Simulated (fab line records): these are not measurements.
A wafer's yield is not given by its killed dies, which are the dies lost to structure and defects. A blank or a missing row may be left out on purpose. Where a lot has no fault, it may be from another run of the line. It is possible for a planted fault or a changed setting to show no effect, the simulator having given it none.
Which tool did it?    flow gf180mcu    13 lots, 38 wafers sampled, at 4 steps of a route of 602

== WHAT THE GAUGES READ, wafer by wafer ==
GF_V4_BOW_MEAS_05. Usual: V4_BOW typically reads 137 um, with standard deviation 7.4.
lot   measured      on             V4_BOW (um)  flag
L711  day 23 20:35  film-metro-02  157 141 143  
L712  day 24 06:04  film-metro-03  144 150 137  
L713  day 24 10:41  film-metro-03  139 130 139  
L714  day 25 07:51  film-metro-03  143 146 140  
L715  day 25 08:13  film-metro-02  137 131 139  
L716  day 25 21:01  film-metro-04  133 137 128  
L718  day 26 18:02  film-metro-03  131 142 121  
L720  day 27 13:08  film-metro-03  142 141 139  
L721  day 27 19:38  film-metro-02  141 122 129  
L726  day 29 03:26  film-metro-02  126 135      
L728  day 29 08:30  film-metro-02  136 133 128  
L732  day 30 14:13  film-metro-04  143 138 141  
L733  day 30 15:29  film-metro-03  136 141 142  

GF_V4_RS_MEAS_24: uses a four-point probe to measure. Usual: V4_W_RS typically reads 0.328 ohm/sq, with standard deviation 0.0034.
lot   measured      on             V4_W_RS (ohm/sq)   flag
L711  day 24 19:58  film-metro-02  0.329 0.332 0.331  
L712  day 25 04:40  film-metro-04  0.327 0.327 0.330  
L713  day 25 09:08  film-metro-03  0.326 0.328 0.328  
L714  day 26 05:40  film-metro-04  0.324 0.325 0.327  
L715  day 26 06:29  film-metro-04  0.331 0.336 0.330  
L716  day 26 19:10  film-metro-04  0.324 0.326 0.324  
L718  day 27 14:55  film-metro-03  0.326 0.329 0.332  
L720  day 28 10:07  film-metro-04  0.329 0.327 0.332  
L721  day 28 16:17  film-metro-02  0.331 0.330 0.326  
L726  day 29 23:13  film-metro-03  0.327 0.328        
L728  day 30 03:59  film-metro-03  0.325 0.331 0.327  
L732  day 31 09:32  film-metro-03  0.327 0.324 0.321  
L733  day 31 10:54  film-metro-03  0.326 0.327 0.325  

GF_MIM_THK_MEAS_06. Usual: MIM_CVD_05_THK typically reads 42.1 nm, with standard deviation 0.54.
lot   measured      on             MIM_CVD_05_THK (nm)  flag
L711  day 24 20:41  film-metro-02  41.7 43.2 42.6       
L712  day 25 05:23  film-metro-01  41.8 42.5 42.5       
L713  day 25 09:52  film-metro-04  42.1 41.5 42.6       
L714  day 26 06:24  film-metro-01  40.8 42.1 42.5       
L715  day 26 07:13  film-metro-04  41.2 41.8 41.1       
L716  day 26 19:53  film-metro-04  41.6 42.4 42.1       
L718  day 27 15:40  film-metro-02  41.1 42.0 42.6       
L720  day 28 10:50  film-metro-01  42.8 42.7 42.4       
L721  day 28 17:01  film-metro-01  43.5 43.0 43.3       
L726  day 29 23:56  film-metro-01  45.9 42.7            OFF
L728  day 30 04:41  film-metro-04  41.7 42.0 42.2       
L732  day 31 10:15  film-metro-01  41.6 41.9 42.3       
L733  day 31 11:37  film-metro-04  41.8 43.2 42.4       

== WHICH TOOL RAN EACH LOT (tool, then ch and the chambers of the sampled wafers, then the start) ==
lot   GF_MIM_CVD_05
L711  pecvd-02 ch 1,2, day 24 20:38
L712  pecvd-04 ch 0,1,2, day 25 05:20
L713  pecvd-02 ch 0,2, day 25 09:50
L714  pecvd-01 ch 0,1,2, day 26 06:21
L715  pecvd-04 ch 0,1,2, day 26 07:11
L716  pecvd-02 ch 0,1,2, day 26 19:50
L718  pecvd-01 ch 0,1, day 27 15:37
L720  pecvd-02 ch 1,2, day 28 10:47
L721  pecvd-02 ch 1,2, day 28 16:57
L726  pecvd-02 ch 1,2, day 29 23:53
L728  pecvd-04 ch 0,1,2, day 30 04:38
L732  pecvd-01 ch 0,1, day 31 10:12
L733  pecvd-04 ch 0,2, day 31 11:34
- GF_MIM_CVD_05: deposits Si3N4, target thk 42 nm, time 29.086 s.

== AS READ BY THE TOOLS THEMSELVES (means over the sampled wafers that have a number; for cases with no such wafer, the mark the record gives instead) ==
GF_MIM_CVD_05. Usual: heater-power-w at 650 W, with a standard deviation of 91.
lot   tool      heater-power-w (W)  flag
L711  pecvd-02  708                 
L712  pecvd-04  590                 
L713  pecvd-02  676                 
L714  pecvd-01  558                 
L715  pecvd-04  670                 
L716  pecvd-02  656                 
L718  pecvd-01  539                 
L720  pecvd-02  786                 
L721  pecvd-02  742                 
L726  pecvd-02  756                 
L728  pecvd-04  621                 
L732  pecvd-01  563                 
L733  pecvd-04  627                 

== THE ANSWER, worked out from the rows above alone ==
Rule: take the mean of a lot's wafers that have a number; if it is more than 3 standard deviations from the usual mean, the lot is off. A lot without any number at a reading at which 4 lots or more have one is off too. Any other lot the step has rows for is counted as sound. Order of review: gauges by route order, followed by the tools' own readings, for which a lot's mean as printed above is used. The first step at which some lot is off is used, and at that step the reading that is off furthest; a lot without a number counts as furthest.
Off: L726, at GF_MIM_THK_MEAS_06 (MIM_CVD_05_THK).
If a tool, at a process step before that reading, ran all the lots that are off and no sound lot after the first of them, it fits. Those tools and the gauges at GF_MIM_THK_MEAS_06 are tried in the same way. One fits: pecvd-02 at GF_MIM_CVD_05. A fault onset in the window from L721 (day 28 16:57, its last sound lot) to L726 (day 29 23:53, its first lot off) fits.

== WHAT WAS PUT IN BY THE SIMULATOR ==
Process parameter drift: pecvd-02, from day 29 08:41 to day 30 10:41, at GF_MIM_CVD_05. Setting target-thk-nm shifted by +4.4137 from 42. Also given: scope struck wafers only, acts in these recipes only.
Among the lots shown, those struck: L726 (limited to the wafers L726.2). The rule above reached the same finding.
